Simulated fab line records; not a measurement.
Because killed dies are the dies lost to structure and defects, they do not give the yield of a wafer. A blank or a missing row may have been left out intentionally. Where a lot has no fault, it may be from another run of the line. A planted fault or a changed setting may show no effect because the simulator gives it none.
fab line records / flow gf180mcu
record: lots: 5 wafers: 15 last-day: 33
route steps=602 shown DNWELL@34 NWELL@42 LVPWELL@54 MVSD@66
lots that met no fault: from a run of the same line without faults
start-h: the number of hours between the record's first day and the start of the first shown wafer of the lot / wait-h: hours from the lot's prior step to this one / " as in the row above / L1.1+2: one row covering several wafers at once / - either no value or no given start / * or withheld: withheld / < > ~ a bound
route shown NAME@n: a module of which the file shows steps, and the number in the route of the first / usual: mean and standard deviation over wafers with no fault / same: alike in all rows / chamber/n: place in a boat / sites: readings site by site / _std_site: their standard deviation / _edge_site: the outer-site mean with the inner-site mean subtracted / radius-mm: how far each site lies from the wafer's centre / mask NAME#n: copy n / behind: the tool/chamber that last shaped the wafer / hold: why the lot was held/for how many hours/how that ended / device: the n, p or np transistor that did not switch / end of line: tests of these same wafers at the route's end / step lacking rows: just its recipe / killed: the dies lost at the first sort to structure and to defects; this is not the yield of the wafer / map: dies across one wafer; x = killed, . = not, _ = none there
set.NAME: the setting the step ran with; set.NAME@STEP: the setting that earlier step ran with / model.NAME: the simulator's own value behind a step, which no gauge read
lots at some steps of the route; a table a step, a row a wafer
services: the hour from which a tool's chamber was out of use, counted from the record's first day as start-h (under 0 if before that day), plus the number of hours and why
== steps ==
step: GF_DNWELL_COAT_02
recipe: spin-rpm: 2000 resist-thk-nm: 3000
step: GF_DNWELL_SOFTBAKE_03
recipe: temp-c: 110 time-s: withheld
step: GF_DNWELL_EXPOSE_04
recipe: mask-id: DNWELL target-cd-nm: 1700 na: 0.6 source-shape: conventional sigma-outer: 0.6 dose-mj: 260
step: GF_DNWELL_PEB_05
recipe: temp-c: 115 time-s: withheld
step: GF_DNWELL_DEVELOP_06
recipe: wall-angle-deg: 90 develop-time-s: 60 dev-temp-c: 23
step: GF_DNWELL_IMPLANT_07
recipe: species: P energy-kev: 1500 dose-cm2: 1e+13 tilt-deg: 0
step: GF_DNWELL_STRIP_08
recipe: chemistry: O2/N2 power-w: 1400 pressure-mtorr: 1500 platen-temp-c: 250 o2-flow-sccm: 3000 n2-flow-sccm: 300 overash-fraction: 0.5
usual: chamber-pressure-mTorr: 1500.1/1.3 drypump-motor-current-A: 5.6/0.4 heater-power-w: 330/47 oes-product-au: 0.722/0.0043 strip-time-to-endpoint-s: 36.97/0.11
lot.wafer=L486.2 tool=plasma-asher-03 chamber=0 start-h=52.06 wait-h=0.1 chamber-pressure-mTorr=1503.4 drypump-motor-current-A=6.2 heater-power-w=265 oes-product-au=0.720 rf-hours-counter-h=39 strip-time-to-endpoint-s=37.14
lot.wafer=L486.4 tool=plasma-asher-03 chamber=1 start-h=52.06 wait-h=0.1 chamber-pressure-mTorr=1497.2 drypump-motor-current-A=5.2 heater-power-w=290 oes-product-au=0.723 rf-hours-counter-h=- strip-time-to-endpoint-s=37.11
lot.wafer=L486.5 tool=plasma-asher-03 chamber=0 start-h=52.06 wait-h=0.1 chamber-pressure-mTorr=1501.8 drypump-motor-current-A=6.2 heater-power-w=262 oes-product-au=0.722 rf-hours-counter-h=- strip-time-to-endpoint-s=37.14
lot.wafer=L490.1 tool=plasma-asher-03 chamber=1 start-h=82.01 wait-h=0.1 chamber-pressure-mTorr=1499.1 drypump-motor-current-A=5.3 heater-power-w=284 oes-product-au=0.725 rf-hours-counter-h=42 strip-time-to-endpoint-s=36.91
lot.wafer=L490.2 tool=plasma-asher-03 chamber=0 start-h=82.01 wait-h=0.1 chamber-pressure-mTorr=1499.5 drypump-motor-current-A=6.2 heater-power-w=263 oes-product-au=0.727 rf-hours-counter-h=42 strip-time-to-endpoint-s=37.02
lot.wafer=L490.5 tool=plasma-asher-03 chamber=0 start-h=82.01 wait-h=0.1 chamber-pressure-mTorr=1499.5 drypump-motor-current-A=6.2 heater-power-w=272 oes-product-au=0.732 rf-hours-counter-h=- strip-time-to-endpoint-s=36.98
lot.wafer=L499.3 tool=plasma-asher-01 chamber=1 start-h=122.41 wait-h=0.1 chamber-pressure-mTorr=1501.7 drypump-motor-current-A=5.3 heater-power-w=376 oes-product-au=0.725 rf-hours-counter-h=- strip-time-to-endpoint-s=37.13
lot.wafer=L499.5 tool=plasma-asher-01 chamber=1 start-h=122.41 wait-h=0.1 chamber-pressure-mTorr=1501.4 drypump-motor-current-A=5.4 heater-power-w=381 oes-product-au=0.722 rf-hours-counter-h=- strip-time-to-endpoint-s=37.13
lot.wafer=L499.6 tool=plasma-asher-01 chamber=0 start-h=122.41 wait-h=0.1 chamber-pressure-mTorr=1500.1 drypump-motor-current-A=5.2 heater-power-w=372 oes-product-au=0.726 rf-hours-counter-h=- strip-time-to-endpoint-s=37.07
lot.wafer=L500.2 tool=plasma-asher-03 chamber=0 start-h=127.31 wait-h=0.1 chamber-pressure-mTorr=1500.5 drypump-motor-current-A=6.2 heater-power-w=265 oes-product-au=0.730 rf-hours-counter-h=47 strip-time-to-endpoint-s=37.01
lot.wafer=L500.5 tool=plasma-asher-03 chamber=1 start-h=127.31 wait-h=0.1 chamber-pressure-mTorr=1500.8 drypump-motor-current-A=5.3 heater-power-w=289 oes-product-au=0.726 rf-hours-counter-h=- strip-time-to-endpoint-s=37.04
lot.wafer=L500.6 tool=plasma-asher-03 chamber=0 start-h=127.31 wait-h=0.1 chamber-pressure-mTorr=1500.5 drypump-motor-current-A=6.2 heater-power-w=262 oes-product-au=0.723 rf-hours-counter-h=- strip-time-to-endpoint-s=36.97
lot.wafer=L503.2 tool=plasma-asher-01 chamber=1 start-h=143.06 wait-h=0.1 chamber-pressure-mTorr=1500.7 drypump-motor-current-A=5.3 heater-power-w=367 oes-product-au=0.727 rf-hours-counter-h=34 strip-time-to-endpoint-s=36.93
lot.wafer=L503.3 tool=plasma-asher-01 chamber=1 start-h=143.06 wait-h=0.1 chamber-pressure-mTorr=1501.4 drypump-motor-current-A=5.4 heater-power-w=383 oes-product-au=0.726 rf-hours-counter-h=- strip-time-to-endpoint-s=36.94
lot.wafer=L503.4 tool=plasma-asher-01 chamber=0 start-h=143.06 wait-h=0.1 chamber-pressure-mTorr=1498.5 drypump-motor-current-A=5.2 heater-power-w=367 oes-product-au=0.724 rf-hours-counter-h=- strip-time-to-endpoint-s=36.81
step: GF_DNWELL_TW_MEAS_09
usual: DNWELL_TW: 1341/13
lot.wafer=L486.2 tool=film-metro-04 chamber=- start-h=52.17 wait-h=0.1 DNWELL_TW=1358
lot.wafer=L486.4 tool=film-metro-04 chamber=- start-h=52.17 wait-h=0.1 DNWELL_TW=1359
lot.wafer=L486.5 tool=film-metro-04 chamber=- start-h=52.17 wait-h=0.1 DNWELL_TW=1359
lot.wafer=L490.1 tool=film-metro-02 chamber=- start-h=82.11 wait-h=0.1 DNWELL_TW=1321
lot.wafer=L490.2 tool=film-metro-02 chamber=- start-h=82.11 wait-h=0.1 DNWELL_TW=1326
lot.wafer=L490.5 tool=film-metro-02 chamber=- start-h=82.11 wait-h=0.1 DNWELL_TW=1325
lot.wafer=L499.3 tool=film-metro-03 chamber=- start-h=122.50 wait-h=0.1 DNWELL_TW=1358
lot.wafer=L499.5 tool=film-metro-03 chamber=- start-h=122.50 wait-h=0.1 DNWELL_TW=1355
lot.wafer=L499.6 tool=film-metro-03 chamber=- start-h=122.50 wait-h=0.1 DNWELL_TW=1341
lot.wafer=L500.2 tool=film-metro-03 chamber=- start-h=127.42 wait-h=0.1 DNWELL_TW=1346
lot.wafer=L500.5 tool=film-metro-03 chamber=- start-h=127.42 wait-h=0.1 DNWELL_TW=1352
lot.wafer=L500.6 tool=film-metro-03 chamber=- start-h=127.42 wait-h=0.1 DNWELL_TW=1340
lot.wafer=L503.2 tool=film-metro-03 chamber=- start-h=143.17 wait-h=0.1 DNWELL_TW=1352
lot.wafer=L503.3 tool=film-metro-03 chamber=- start-h=143.17 wait-h=0.1 DNWELL_TW=1348
lot.wafer=L503.4 tool=film-metro-03 chamber=- start-h=143.17 wait-h=0.1 DNWELL_TW=1354
step: GF_NWELL_DEHYDRATE_00
recipe: temp-c: 200 time-s: 60
step: GF_NWELL_HMDS_01
recipe: prime-time-s: 60 prime-temp-c: 120
step: GF_NWELL_COAT_02
recipe: spin-rpm: 2000 resist-thk-nm: 3000
step: GF_NWELL_SOFTBAKE_03
recipe: temp-c: 110 time-s: withheld
step: GF_NWELL_EXPOSE_04
recipe: mask-id: Nwell target-cd-nm: 860 na: 0.6 source-shape: conventional sigma-outer: 0.6 dose-mj: 260
lot.wafer=L486.2+4+5 tool=iline-stepper-01 chamber=0 start-h=58.30 wait-h=- mask=Nwell#0
lot.wafer=L490.1+2+5 tool=iline-stepper-02 chamber=0 start-h=88.85 wait-h=- mask=LVPWELL#0
lot.wafer=L499.3+5+6 tool=iline-stepper-02 chamber=0 start-h=130.34 wait-h=- mask=Nwell#0
lot.wafer=L500.2+5+6 tool=iline-stepper-01 chamber=0 start-h=135.52 wait-h=- mask=Nwell#0
lot.wafer=L503.2+3+4 tool=iline-stepper-02 chamber=0 start-h=151.20 wait-h=- mask=Nwell#0
step: GF_NWELL_PEB_05
recipe: temp-c: 115 time-s: withheld
step: GF_NWELL_DEVELOP_06
recipe: wall-angle-deg: 90 develop-time-s: 60 dev-temp-c: 23
step: GF_NWELL_OVL_MEAS_07
usual: NWELL_OVL: 0.2/1.6
lot.wafer=L486.2 tool=overlay-02 chamber=- start-h=64.13 wait-h=- NWELL_OVL[nm]=1.5
lot.wafer=L486.4 tool=overlay-02 chamber=- start-h=64.13 wait-h=- NWELL_OVL[nm]=0.7
lot.wafer=L486.5 tool=overlay-02 chamber=- start-h=64.13 wait-h=- NWELL_OVL[nm]=0.0
lot.wafer=L490.1 tool=overlay-01 chamber=- start-h=95.66 wait-h=- NWELL_OVL[nm]=-
lot.wafer=L490.2 tool=overlay-01 chamber=- start-h=95.66 wait-h=- NWELL_OVL[nm]=-
lot.wafer=L490.5 tool=overlay-01 chamber=- start-h=95.66 wait-h=- NWELL_OVL[nm]=-
lot.wafer=L499.3 tool=overlay-02 chamber=- start-h=138.42 wait-h=- NWELL_OVL[nm]=1.5
lot.wafer=L499.5 tool=overlay-02 chamber=- start-h=138.42 wait-h=- NWELL_OVL[nm]=1.8
lot.wafer=L499.6 tool=overlay-02 chamber=- start-h=138.42 wait-h=- NWELL_OVL[nm]=0.0
lot.wafer=L500.2 tool=overlay-02 chamber=- start-h=142.56 wait-h=- NWELL_OVL[nm]=0.2
lot.wafer=L500.5 tool=overlay-02 chamber=- start-h=142.56 wait-h=- NWELL_OVL[nm]=-1.4
lot.wafer=L500.6 tool=overlay-02 chamber=- start-h=142.56 wait-h=- NWELL_OVL[nm]=-1.7
lot.wafer=L503.2 tool=overlay-01 chamber=- start-h=159.06 wait-h=- NWELL_OVL[nm]=1.7
lot.wafer=L503.3 tool=overlay-01 chamber=- start-h=159.06 wait-h=- NWELL_OVL[nm]=1.7
lot.wafer=L503.4 tool=overlay-01 chamber=- start-h=159.06 wait-h=- NWELL_OVL[nm]=-0.7
step: GF_NWELL_IMPLANT_08
recipe: species: P energy-kev: 450 dose-cm2: 1.5e+13 tilt-deg: 0
step: GF_NWELL_IMPLANT_09
recipe: species: P energy-kev: 160 dose-cm2: 4e+12 tilt-deg: 0
step: GF_NWELL_STRIP_10
recipe: chemistry: O2/N2 power-w: 1400 pressure-mtorr: 1500 platen-temp-c: 250 o2-flow-sccm: 3000 n2-flow-sccm: 300 overash-fraction: 0.5
usual: chamber-pressure-mTorr: 1499.8/1.4 drypump-motor-current-A: 5.82/0.26 heater-power-w: 331/36 oes-product-au: 0.722/0.0046 strip-time-to-endpoint-s: 36.91/0.094
lot.wafer=L486.2 tool=plasma-asher-04 chamber=1 start-h=64.46 wait-h=0.1 chamber-pressure-mTorr=1500.3 drypump-motor-current-A=5.86 heater-power-w=355 oes-product-au=0.729 rf-hours-counter-h=42 strip-time-to-endpoint-s=36.91
lot.wafer=L486.4 tool=plasma-asher-04 chamber=1 start-h=64.46 wait-h=0.1 chamber-pressure-mTorr=1499.0 drypump-motor-current-A=5.88 heater-power-w=358 oes-product-au=0.720 rf-hours-counter-h=- strip-time-to-endpoint-s=36.88
lot.wafer=L486.5 tool=plasma-asher-04 chamber=0 start-h=64.46 wait-h=0.1 chamber-pressure-mTorr=1499.5 drypump-motor-current-A=5.96 heater-power-w=378 oes-product-au=0.716 rf-hours-counter-h=- strip-time-to-endpoint-s=36.97
lot.wafer=L490.1 tool=plasma-asher-04 chamber=0 start-h=96.00 wait-h=0.1 chamber-pressure-mTorr=1498.2 drypump-motor-current-A=5.97 heater-power-w=374 oes-product-au=0.718 rf-hours-counter-h=46 strip-time-to-endpoint-s=37.09
lot.wafer=L490.2 tool=plasma-asher-04 chamber=1 start-h=96.00 wait-h=0.1 chamber-pressure-mTorr=1498.7 drypump-motor-current-A=5.91 heater-power-w=358 oes-product-au=0.718 rf-hours-counter-h=46 strip-time-to-endpoint-s=37.06
lot.wafer=L490.5 tool=plasma-asher-04 chamber=1 start-h=96.00 wait-h=0.1 chamber-pressure-mTorr=1501.5 drypump-motor-current-A=5.91 heater-power-w=367 oes-product-au=0.724 rf-hours-counter-h=- strip-time-to-endpoint-s=37.14
lot.wafer=L499.3 tool=plasma-asher-04 chamber=0 start-h=138.78 wait-h=0.1 chamber-pressure-mTorr=1499.7 drypump-motor-current-A=5.94 heater-power-w=343 oes-product-au=0.735 rf-hours-counter-h=- strip-time-to-endpoint-s=36.88
lot.wafer=L499.5 tool=plasma-asher-04 chamber=0 start-h=138.78 wait-h=0.1 chamber-pressure-mTorr=1500.1 drypump-motor-current-A=5.98 heater-power-w=345 oes-product-au=0.719 rf-hours-counter-h=- strip-time-to-endpoint-s=36.96
lot.wafer=L499.6 tool=plasma-asher-04 chamber=1 start-h=138.78 wait-h=0.1 chamber-pressure-mTorr=1501.5 drypump-motor-current-A=5.89 heater-power-w=356 oes-product-au=0.723 rf-hours-counter-h=- strip-time-to-endpoint-s=36.84
lot.wafer=L500.2 tool=plasma-asher-03 chamber=0 start-h=142.89 wait-h=0.1 chamber-pressure-mTorr=1499.3 drypump-motor-current-A=6.23 heater-power-w=266 oes-product-au=0.725 rf-hours-counter-h=49 strip-time-to-endpoint-s=36.94
lot.wafer=L500.5 tool=plasma-asher-03 chamber=0 start-h=142.89 wait-h=0.1 chamber-pressure-mTorr=1499.8 drypump-motor-current-A=6.22 heater-power-w=266 oes-product-au=0.724 rf-hours-counter-h=- strip-time-to-endpoint-s=36.85
lot.wafer=L500.6 tool=plasma-asher-03 chamber=1 start-h=142.89 wait-h=0.1 chamber-pressure-mTorr=1500.1 drypump-motor-current-A=5.25 heater-power-w=286 oes-product-au=0.720 rf-hours-counter-h=- strip-time-to-endpoint-s=36.90
lot.wafer=L503.2 tool=plasma-asher-03 chamber=1 start-h=159.46 wait-h=0.2 chamber-pressure-mTorr=1498.9 drypump-motor-current-A=5.26 heater-power-w=282 oes-product-au=0.721 rf-hours-counter-h=51 strip-time-to-endpoint-s=36.82
lot.wafer=L503.3 tool=plasma-asher-03 chamber=1 start-h=159.46 wait-h=0.2 chamber-pressure-mTorr=1496.8 drypump-motor-current-A=5.27 heater-power-w=283 oes-product-au=0.720 rf-hours-counter-h=- strip-time-to-endpoint-s=37.00
lot.wafer=L503.4 tool=plasma-asher-03 chamber=0 start-h=159.46 wait-h=0.2 chamber-pressure-mTorr=1499.3 drypump-motor-current-A=6.22 heater-power-w=263 oes-product-au=0.722 rf-hours-counter-h=- strip-time-to-endpoint-s=36.93
step: GF_NWELL_TW_MEAS_11
usual: NWELL_TW: 1564/16
lot.wafer=L486.2 tool=film-metro-02 chamber=- start-h=64.57 wait-h=0.1 NWELL_TW=1549
lot.wafer=L486.4 tool=film-metro-02 chamber=- start-h=64.57 wait-h=0.1 NWELL_TW=1557
lot.wafer=L486.5 tool=film-metro-02 chamber=- start-h=64.57 wait-h=0.1 NWELL_TW=1544
lot.wafer=L490.1 tool=film-metro-02 chamber=- start-h=96.10 wait-h=0.1 NWELL_TW=29
lot.wafer=L490.2 tool=film-metro-02 chamber=- start-h=96.10 wait-h=0.1 NWELL_TW=29
lot.wafer=L490.5 tool=film-metro-02 chamber=- start-h=96.10 wait-h=0.1 NWELL_TW=29
lot.wafer=L499.3 tool=film-metro-01 chamber=- start-h=138.87 wait-h=0.1 NWELL_TW=1567
lot.wafer=L499.5 tool=film-metro-01 chamber=- start-h=138.87 wait-h=0.1 NWELL_TW=1577
lot.wafer=L499.6 tool=film-metro-01 chamber=- start-h=138.87 wait-h=0.1 NWELL_TW=1559
lot.wafer=L500.2 tool=film-metro-01 chamber=- start-h=143.06 wait-h=0.1 NWELL_TW=1566
lot.wafer=L500.5 tool=film-metro-01 chamber=- start-h=143.06 wait-h=0.1 NWELL_TW=1572
lot.wafer=L500.6 tool=film-metro-01 chamber=- start-h=143.06 wait-h=0.1 NWELL_TW=1562
lot.wafer=L503.2 tool=film-metro-01 chamber=- start-h=159.57 wait-h=0.1 NWELL_TW=1561
lot.wafer=L503.3 tool=film-metro-01 chamber=- start-h=159.57 wait-h=0.1 NWELL_TW=1563
lot.wafer=L503.4 tool=film-metro-01 chamber=- start-h=159.57 wait-h=0.1 NWELL_TW=1553
step: GF_LVPWELL_DEHYDRATE_00
recipe: temp-c: 200 time-s: 60
step: GF_LVPWELL_HMDS_01
recipe: prime-time-s: 60 prime-temp-c: 120
step: GF_LVPWELL_COAT_02
recipe: spin-rpm: 2000 resist-thk-nm: 3000
step: GF_LVPWELL_SOFTBAKE_03
recipe: temp-c: 110 time-s: withheld
step: GF_LVPWELL_EXPOSE_04
recipe: mask-id: LVPWELL target-cd-nm: 600 na: 0.6 source-shape: conventional sigma-outer: 0.6 dose-mj: 260
step: GF_LVPWELL_PEB_05
recipe: temp-c: 115 time-s: withheld
step: GF_LVPWELL_DEVELOP_06
recipe: wall-angle-deg: 90 develop-time-s: 60 dev-temp-c: 23
step: GF_LVPWELL_OVL_MEAS_07
usual: LVPWELL_OVL: -0.8/1.5
lot.wafer=L486.2 tool=overlay-02 chamber=- start-h=77.33 wait-h=- LVPWELL_OVL[nm]=-2.0
lot.wafer=L486.4 tool=overlay-02 chamber=- start-h=77.33 wait-h=- LVPWELL_OVL[nm]=-0.7
lot.wafer=L486.5 tool=overlay-02 chamber=- start-h=77.33 wait-h=- LVPWELL_OVL[nm]=-2.5
lot.wafer=L490.1 tool=overlay-02 chamber=- start-h=110.52 wait-h=- LVPWELL_OVL[nm]=-0.4
lot.wafer=L490.2 tool=overlay-02 chamber=- start-h=110.52 wait-h=- LVPWELL_OVL[nm]=-0.4
lot.wafer=L490.5 tool=overlay-02 chamber=- start-h=110.52 wait-h=- LVPWELL_OVL[nm]=-1.3
lot.wafer=L499.3 tool=overlay-02 chamber=- start-h=154.09 wait-h=- LVPWELL_OVL[nm]=-0.2
lot.wafer=L499.5 tool=overlay-02 chamber=- start-h=154.09 wait-h=- LVPWELL_OVL[nm]=-0.4
lot.wafer=L499.6 tool=overlay-02 chamber=- start-h=154.09 wait-h=- LVPWELL_OVL[nm]=-0.9
lot.wafer=L500.2 tool=overlay-01 chamber=- start-h=158.58 wait-h=- LVPWELL_OVL[nm]=1.0
lot.wafer=L500.5 tool=overlay-01 chamber=- start-h=158.58 wait-h=- LVPWELL_OVL[nm]=-0.6
lot.wafer=L500.6 tool=overlay-01 chamber=- start-h=158.58 wait-h=- LVPWELL_OVL[nm]=-0.6
lot.wafer=L503.2 tool=overlay-01 chamber=- start-h=174.40 wait-h=- LVPWELL_OVL[nm]=1.7
lot.wafer=L503.3 tool=overlay-01 chamber=- start-h=174.40 wait-h=- LVPWELL_OVL[nm]=1.5
lot.wafer=L503.4 tool=overlay-01 chamber=- start-h=174.40 wait-h=- LVPWELL_OVL[nm]=-0.3
step: GF_LVPWELL_IMPLANT_08
recipe: species: B energy-kev: 170 dose-cm2: 1.5e+13 tilt-deg: 0
step: GF_LVPWELL_IMPLANT_09
recipe: species: B energy-kev: 60 dose-cm2: 5e+12 tilt-deg: 0
step: GF_LVPWELL_STRIP_10
recipe: chemistry: O2/N2 power-w: 1400 pressure-mtorr: 1500 platen-temp-c: 250 o2-flow-sccm: 3000 n2-flow-sccm: 300 overash-fraction: 0.5
usual: chamber-pressure-mTorr: 1500.1/1.4 drypump-motor-current-A: 5.5/0.35 heater-power-w: 339/43 oes-product-au: 0.722/0.0041 strip-time-to-endpoint-s: 36.95/0.12
lot.wafer=L486.2 tool=plasma-asher-02 chamber=0 start-h=77.66 wait-h=0.1 chamber-pressure-mTorr=1500.3 drypump-motor-current-A=5.8 heater-power-w=355 oes-product-au=0.724 rf-hours-counter-h=42 strip-time-to-endpoint-s=36.94
lot.wafer=L486.4 tool=plasma-asher-02 chamber=1 start-h=77.66 wait-h=0.1 chamber-pressure-mTorr=1497.5 drypump-motor-current-A=5.7 heater-power-w=322 oes-product-au=0.719 rf-hours-counter-h=- strip-time-to-endpoint-s=36.95
lot.wafer=L486.5 tool=plasma-asher-02 chamber=0 start-h=77.66 wait-h=0.1 chamber-pressure-mTorr=1499.2 drypump-motor-current-A=5.8 heater-power-w=354 oes-product-au=0.720 rf-hours-counter-h=- strip-time-to-endpoint-s=36.88
lot.wafer=L490.1 tool=plasma-asher-02 chamber=1 start-h=110.86 wait-h=0.1 chamber-pressure-mTorr=1500.0 drypump-motor-current-A=5.7 heater-power-w=328 oes-product-au=0.717 rf-hours-counter-h=45 strip-time-to-endpoint-s=37.06
lot.wafer=L490.2 tool=plasma-asher-02 chamber=0 start-h=110.86 wait-h=0.1 chamber-pressure-mTorr=1499.4 drypump-motor-current-A=5.8 heater-power-w=347 oes-product-au=0.722 rf-hours-counter-h=45 strip-time-to-endpoint-s=37.11
lot.wafer=L490.5 tool=plasma-asher-02 chamber=0 start-h=110.86 wait-h=0.1 chamber-pressure-mTorr=1499.9 drypump-motor-current-A=5.8 heater-power-w=344 oes-product-au=0.730 rf-hours-counter-h=- strip-time-to-endpoint-s=37.14
lot.wafer=L499.3 tool=plasma-asher-01 chamber=1 start-h=154.44 wait-h=0.1 chamber-pressure-mTorr=1502.0 drypump-motor-current-A=5.3 heater-power-w=377 oes-product-au=0.719 rf-hours-counter-h=- strip-time-to-endpoint-s=37.00
lot.wafer=L499.5 tool=plasma-asher-01 chamber=1 start-h=154.44 wait-h=0.1 chamber-pressure-mTorr=1500.7 drypump-motor-current-A=5.4 heater-power-w=387 oes-product-au=0.726 rf-hours-counter-h=- strip-time-to-endpoint-s=37.09
lot.wafer=L499.6 tool=plasma-asher-01 chamber=0 start-h=154.44 wait-h=0.1 chamber-pressure-mTorr=1501.2 drypump-motor-current-A=5.2 heater-power-w=359 oes-product-au=0.721 rf-hours-counter-h=- strip-time-to-endpoint-s=36.93
lot.wafer=L500.2 tool=plasma-asher-01 chamber=1 start-h=158.91 wait-h=0.1 chamber-pressure-mTorr=1497.5 drypump-motor-current-A=5.3 heater-power-w=375 oes-product-au=0.722 rf-hours-counter-h=36 strip-time-to-endpoint-s=36.89
lot.wafer=L500.5 tool=plasma-asher-01 chamber=1 start-h=158.91 wait-h=0.1 chamber-pressure-mTorr=1501.2 drypump-motor-current-A=5.3 heater-power-w=393 oes-product-au=0.724 rf-hours-counter-h=- strip-time-to-endpoint-s=36.88
lot.wafer=L500.6 tool=plasma-asher-01 chamber=0 start-h=158.91 wait-h=0.1 chamber-pressure-mTorr=1498.9 drypump-motor-current-A=5.2 heater-power-w=362 oes-product-au=0.729 rf-hours-counter-h=- strip-time-to-endpoint-s=36.92
lot.wafer=L503.2 tool=plasma-asher-01 chamber=1 start-h=174.73 wait-h=0.1 chamber-pressure-mTorr=1501.5 drypump-motor-current-A=5.4 heater-power-w=388 oes-product-au=0.727 rf-hours-counter-h=37 strip-time-to-endpoint-s=36.94
lot.wafer=L503.3 tool=plasma-asher-01 chamber=1 start-h=174.73 wait-h=0.1 chamber-pressure-mTorr=1501.2 drypump-motor-current-A=5.3 heater-power-w=386 oes-product-au=0.727 rf-hours-counter-h=- strip-time-to-endpoint-s=36.95
lot.wafer=L503.4 tool=plasma-asher-01 chamber=0 start-h=174.73 wait-h=0.1 chamber-pressure-mTorr=1500.5 drypump-motor-current-A=5.2 heater-power-w=371 oes-product-au=0.721 rf-hours-counter-h=- strip-time-to-endpoint-s=36.77
step: GF_LVPWELL_TW_MEAS_11
usual: LVPWELL_TW: 557/6.6
lot.wafer=L486.2 tool=film-metro-02 chamber=- start-h=77.77 wait-h=0.1 LVPWELL_TW=553
lot.wafer=L486.4 tool=film-metro-02 chamber=- start-h=77.77 wait-h=0.1 LVPWELL_TW=550
lot.wafer=L486.5 tool=film-metro-02 chamber=- start-h=77.77 wait-h=0.1 LVPWELL_TW=551
lot.wafer=L490.1 tool=film-metro-04 chamber=- start-h=110.96 wait-h=0.1 LVPWELL_TW=1603
lot.wafer=L490.2 tool=film-metro-04 chamber=- start-h=110.96 wait-h=0.1 LVPWELL_TW=1608
lot.wafer=L490.5 tool=film-metro-04 chamber=- start-h=110.96 wait-h=0.1 LVPWELL_TW=1609
lot.wafer=L499.3 tool=film-metro-01 chamber=- start-h=154.53 wait-h=0.1 LVPWELL_TW=554
lot.wafer=L499.5 tool=film-metro-01 chamber=- start-h=154.53 wait-h=0.1 LVPWELL_TW=553
lot.wafer=L499.6 tool=film-metro-01 chamber=- start-h=154.53 wait-h=0.1 LVPWELL_TW=556
lot.wafer=L500.2 tool=film-metro-01 chamber=- start-h=159.02 wait-h=0.1 LVPWELL_TW=555
lot.wafer=L500.5 tool=film-metro-01 chamber=- start-h=159.02 wait-h=0.1 LVPWELL_TW=556
lot.wafer=L500.6 tool=film-metro-01 chamber=- start-h=159.02 wait-h=0.1 LVPWELL_TW=557
lot.wafer=L503.2 tool=film-metro-02 chamber=- start-h=174.84 wait-h=0.1 LVPWELL_TW=550
lot.wafer=L503.3 tool=film-metro-02 chamber=- start-h=174.84 wait-h=0.1 LVPWELL_TW=551
lot.wafer=L503.4 tool=film-metro-02 chamber=- start-h=174.84 wait-h=0.1 LVPWELL_TW=548
step: GF_MVSD_DEHYDRATE_00
recipe: temp-c: 200 time-s: 60
== services ==
tool=iline-stepper-01 chamber=- start-h=35.89 hours=1.7 kind=pm
tool=iline-stepper-02 chamber=- start-h=52.35 hours=1.7 kind=pm
tool=plasma-asher-01 chamber=- start-h=72.24 hours=2.8 kind=pm
tool=plasma-asher-04 chamber=- start-h=108.75 hours=9.0 kind=pm
tool=plasma-asher-04 chamber=0 start-h=108.75 hours=9.0 kind=vent-cycle
tool=plasma-asher-04 chamber=1 start-h=108.75 hours=9.0 kind=vent-cycle
tool=plasma-asher-04 chamber=0 start-h=117.75 hours=- kind=clean
tool=plasma-asher-04 chamber=1 start-h=117.75 hours=- kind=clean
tool=plasma-asher-04 chamber=- start-h=149.50 hours=11.0 kind=pm
tool=iline-stepper-01 chamber=0 start-h=158.94 hours=- kind=calibration
tool=plasma-asher-01 chamber=- start-h=160.24 hours=0.9 kind=repair
tool=plasma-asher-04 chamber=- start-h=160.62 hours=1.3 kind=repair
tool=iline-stepper-01 chamber=- start-h=163.80 hours=4.4 kind=pm
tool=plasma-asher-03 chamber=- start-h=172.15 hours=2.2 kind=repair
tool=iline-stepper-01 chamber=- start-h=174.56 hours=2.1 kind=pm
== key ==
first-sign: step: GF_NWELL_EXPOSE_04 reading: mask direction: changed
effect: step: GF_NWELL_OVL_MEAS_07 reading: NWELL_OVL direction: missing
effect: step: GF_NWELL_TW_MEAS_11 reading: NWELL_TW direction: down sigmas: 95 usual: 1564 struck: 29
effect: step: GF_LVPWELL_TW_MEAS_11 reading: LVPWELL_TW direction: up sigmas: 99+ usual: 557 struck: 1607
met-at GF_NWELL_EXPOSE_04
struck-wafers L490.1,L490.2,L490.5
sort-left-out L490.1,L490.2,L490.5
tester-left-out L490
fault: kind: wrong-mask tool: any chamber: - onset-h: 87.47 steps: GF_NWELL_EXPOSE_04 aux-copy: LVPWELL#0 scope: struck-lots-only
tester-left-out: of these lots the tester's yield and bins aren't shown, on N5 and GAA mostly nor the transistor test; their killed dies are dies lost to structure and defects alone, not to doping, threshold or leakage, so they don't give the yield
sort-left-out: the simulated sort isn't trusted on such a fault, so these wafers' sort isn't shown, and their yield isn't known
